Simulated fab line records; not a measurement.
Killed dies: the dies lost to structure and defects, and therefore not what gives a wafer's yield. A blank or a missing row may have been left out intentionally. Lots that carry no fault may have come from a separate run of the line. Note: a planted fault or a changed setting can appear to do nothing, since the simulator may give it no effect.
Matching of chambers :: flow sky130 :: 3 sister chambers for SKY_CAPM_CVD_00 on pecvd-03
The step deposits SiO2, target thk 15.5 nm. 6 wafers are shown with their chamber, then 12 later ones without.

EACH WAFER AND ITS CHAMBER
wafer: L086.3
chamber: 0
heater_power_w (W): 783

wafer: L086.4
chamber: 0
heater_power_w (W): 765

wafer: L086.5
chamber: 1
heater_power_w (W): 815

wafer: L088.1
chamber: 1
heater_power_w (W): 825

wafer: L088.3
chamber: 2
heater_power_w (W): 662

wafer: L088.4
chamber: 2
heater_power_w (W): 635

WAFERS MISSING THEIR CHAMBER
wafer: L090.1
heater_power_w (W): 658

wafer: L090.2
heater_power_w (W): 790

wafer: L090.3
heater_power_w (W): 745

wafer: L090.4
heater_power_w (W): 768

wafer: L090.5
heater_power_w (W): 797

wafer: L090.6
heater_power_w (W): 686

wafer: L095.1
heater_power_w (W): 926

wafer: L095.2
heater_power_w (W): 550

wafer: L095.3
heater_power_w (W): 712

wafer: L095.4
heater_power_w (W): 543

wafer: L095.5
heater_power_w (W): 697

wafer: L095.6
heater_power_w (W): 933

EACH ONE'S CHAMBER
wafer: L090.1
from the rows above: 2
in truth: 2

wafer: L090.2
from the rows above: can't be placed: 0 or 1
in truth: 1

wafer: L090.3
from the rows above: 0
in truth: 0

wafer: L090.4
from the rows above: 0
in truth: 0

wafer: L090.5
from the rows above: can't be placed: 0 or 1
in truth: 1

wafer: L090.6
from the rows above: 2
in truth: 2

wafer: L095.1
from the rows above: 1
in truth: 1

wafer: L095.2
from the rows above: 2
in truth: 2

wafer: L095.3
from the rows above: can't be placed: 0 or 2
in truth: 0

wafer: L095.4
from the rows above: 2
in truth: 2

wafer: L095.5
from the rows above: 2
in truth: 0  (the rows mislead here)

wafer: L095.6
from the rows above: 1
in truth: 1
Correctly placed: 8 of 12. Unplaceable from these rows: 3, with the true chamber sitting among the candidates in 3. Wrongly placed: 1.
How it was worked out, from the rows above alone: a wafer's distance from a chamber is the root of the sum, over the readings, of the square of ((its reading less the chamber's mean) divided by the reading's scatter). If the next closest chamber is less than 2 further off than the closest, the wafer can't be placed; otherwise it belongs to the closest. Each chamber's mean is taken over the wafers shown for it. The scatter is the square root of a quotient: the sum, over the shown wafers, of each reading's squared deviation from its chamber's mean, divided by wafers minus chambers.
